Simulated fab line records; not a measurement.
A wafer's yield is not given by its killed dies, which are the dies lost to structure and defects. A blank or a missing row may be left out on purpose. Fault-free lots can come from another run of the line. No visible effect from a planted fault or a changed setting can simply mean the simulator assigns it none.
One fault seen from 2 desks | flow gf180mcu | each desk has only its own numbers; what lay behind them comes last

== METROLOGY DESK ==
Means of the sampled wafers that have a number, per lot and without regard to the tool the lot ran on: this is what the gauges read. Any lot whose mean is over 4 standard deviations away from the usual mean is out of limits and marked OUT; that distance is given in the brackets.
Columns: A = STI_OXIDATION_02_THK at GF_STI_THK_MEAS_30, usual 10.10 nm; B = VT_IMPLANT_2_TW at GF_VT_IMPLANT_TW_MEAS_21, usual 1219
lot  | first seen here | A               | B
L354 | day 2 05:58     | 10.13           | 1221
L355 | day 2 11:53     | 10.29           | 1209
L356 | day 2 18:55     | 10.09           | 1208
L357 | day 2 23:22     | 10.32           | 1210
L367 | day 5 00:16     | 14.69 (+24) OUT | 1213
L370 | day 5 16:19     | 14.46 (+23) OUT | 1218
L371 | day 5 21:36     | 10.09           | 1213
L372 | day 6 03:35     | 9.85            | 1216
L373 | day 6 08:33     | 9.93            | 1226
L375 | day 6 18:22     | 10.10           | 1219
L376 | day 7 00:25     | 10.02           | 1227
L377 | day 7 04:22     | 10.01           | 1219
Finding of this desk: L367, L370 out of limits, first seen on L367 at day 5 00:16 (STI_OXIDATION_02_THK at GF_STI_THK_MEAS_30). L354, L355, L356, L357, L371, L372, L373, L375, L376, L377 stayed within limits.

== AT THE TOOL OWNER'S DESK: furnace-02 ==
The tool's own readings at GF_STI_OXIDATION_29 (stabilise 600 s, purge 300 s, target thk 10 nm): means of the sampled wafers that have a number, for each lot that ran on this tool. Any lot whose mean is over 4 standard deviations away from the usual mean is out of limits and marked OUT; that distance is given in the brackets.
Columns: A = spike tc bottom C at GF_STI_OXIDATION_29, usual 916.4 C; B = spike tc centre C at GF_STI_OXIDATION_29, usual 900.8 C; C = spike tc lower C at GF_STI_OXIDATION_29, usual 901.6 C; D = spike tc top C at GF_STI_OXIDATION_29, usual 910.1 C; E = spike tc upper C at GF_STI_OXIDATION_29, usual 901.7 C; F = zone power bottom pct at GF_STI_OXIDATION_29, usual 26.1 %; G = zone power upper pct at GF_STI_OXIDATION_29, usual 16.83 %
lot  | first seen here | A               | B               | C               | D               | E               | F    | G
L355 | day 2 10:30     | 916.3           | 900.7           | 903.2           | 909.9           | 903.0           | 27.4 | 16.88
L357 | day 2 21:58     | 918.2           | 901.1           | 903.2           | 909.1           | 902.7           | 27.3 | 16.85
L367 | day 4 22:51     | 953.2 (+37) OUT | 936.2 (+32) OUT | 939.8 (+24) OUT | 944.8 (+32) OUT | 938.1 (+30) OUT | 30.1 | 18.42 (+9.4) OUT
L370 | day 5 14:56     | 953.3 (+37) OUT | 937.2 (+33) OUT | 939.4 (+24) OUT | 945.0 (+32) OUT | 939.2 (+31) OUT | 30.1 | 18.46 (+9.6) OUT
This desk finds L367, L370 out of limits, L367 being first, at day 4 22:51 (spike tc bottom C at GF_STI_OXIDATION_29). L355, L357 stayed within limits.

== ALL TOGETHER ==
The tool owner's desk had the chance to raise an alarm at day 4 22:51 on L367, L370.
An alarm was possible from the metrology desk at day 5 00:16, on L367, L370.
All the named lots went through GF_STI_OXIDATION_29 on furnace-02.

== WHAT THE SIMULATOR PUT IN ==
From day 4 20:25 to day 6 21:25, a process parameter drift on furnace-02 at GF_STI_OXIDATION_29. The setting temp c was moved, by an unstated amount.
Struck lots among those shown: L367, L370.
Delay (hours) between the fault's onset and each desk's first out-of-limits reading: 2 at the tool owner's desk, 4 at the metrology desk.
